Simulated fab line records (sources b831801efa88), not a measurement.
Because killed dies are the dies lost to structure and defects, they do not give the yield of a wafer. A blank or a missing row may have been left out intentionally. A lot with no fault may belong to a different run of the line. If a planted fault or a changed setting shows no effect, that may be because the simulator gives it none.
A struck lot beside a sound one :: flow sky130 :: 14 out of 708 route steps
Sound: wafers L521.3, L521.5, L521.6. Wafers L510.2, L510.4, L510.6 were the ones struck. The cause comes at the end.
Order at every step that has rows: each side's tool, ch and its chambers, its first start. Under that, the readings that differ: sound wafers :: struck wafers :: difference of the means :: sigmas: that difference in standard deviations of wafers without a fault.
alike: words and numbers the same on both sides, and readings whose means are apart by under 2 such deviations; not compared: readings that were withheld, readings missing a value for some wafer, numbers with overlapping values and no deviation given by the record, and bounds like >300 which may hide the same value.
Wherever a step has rows on one side only, a row that says differs or no value, or a row with sigmas, the two part there. Non-overlapping numbers with no deviation appear without sigmas and do not part them. A reading that every wafer of one side lacks parts them only if that side has two wafers or more.

SKY_METAL4_SPUTTER_04: material TiN, target thk 70 nm, time 58.3 s.
  sound: pvdSputter-03 at day 45 10:57; struck: pvdSputter-01 at day 42 10:34
  alike: throttleValvePct
SKY_CAP2M_CVD_00: deposits SiO2, target thk 15.5 nm.
  sound on pecvd-04 ch 1,2, day 45 11:00; struck on pecvd-04 ch 1,2, day 42 10:37
  alike: heaterPowerOuterW, heaterPowerW, rfFwdPowerW
SKY_CAP2M_THK_MEAS_01:
  sound: filmMetro-03 at day 45 11:02; struck: filmMetro-04 at day 42 10:39
  alike: CAP2M_CVD_00_THK
SKY_CAP2M_SPUTTER_02: material TiN, target thk 200 nm, time 166.7 s.
  sound: pvdSputter-04 at day 45 11:05; struck: pvdSputter-04 at day 42 10:42
  alike: substrateTempC, throttleValvePct
SKY_CAP2M_RS_MEAS_03: measurement is done with a four-point probe.
  sound: filmMetro-01 at day 45 11:14; struck: filmMetro-03 at day 42 10:50
  alike: CAP2M_TIN_RS
SKY_CAP2M_THK_MEAS_04: measures by xrf.
  sound: filmMetro-01 at day 45 11:20; struck: filmMetro-03 at day 42 10:56
  alike: CAP2M_TIN_THK
then, 6 steps without rows for these wafers: SKY_CAP2M_DEHYDRATE_05 (time 60 s); SKY_CAP2M_HMDS_06 (prime time 60 s); SKY_CAP2M_COAT_07 (resist thk 1140 nm); SKY_CAP2M_SOFTBAKE_08 (time 60 s); SKY_CAP2M_EXPOSE_09 (exposes mask CAP2M, target cd 1000 nm); SKY_CAP2M_PEB_10.
SKY_CAP2M_DEVELOP_11: develop time 60 s.
  sound on lithoTrack-03 ch 0, day 46 07:23; struck on lithoTrack-03, day 43 09:25
  no value came back on the struck wafers for chillPlateTempC (C), developTimeS (s), exhaustPa (Pa); on the sound wafers chillPlateTempC (C) reads 23.09 23.08 23.00
SKY_CAP2M_OVL_MEAS_12:
  sound: overlay-02 at day 46 07:30; struck: overlay-01 at day 43 09:32
reading: CAP2M_OVL (nm)
sound: -0.1 1.1 0.9
struck: - - -
difference: no value on the struck wafers
sigmas: 

WHERE THEY PART
Last at SKY_CAP2M_OVL_MEAS_12 as far as this record goes, first at SKY_CAP2M_DEVELOP_11.

WHY: the cause the simulator had injected
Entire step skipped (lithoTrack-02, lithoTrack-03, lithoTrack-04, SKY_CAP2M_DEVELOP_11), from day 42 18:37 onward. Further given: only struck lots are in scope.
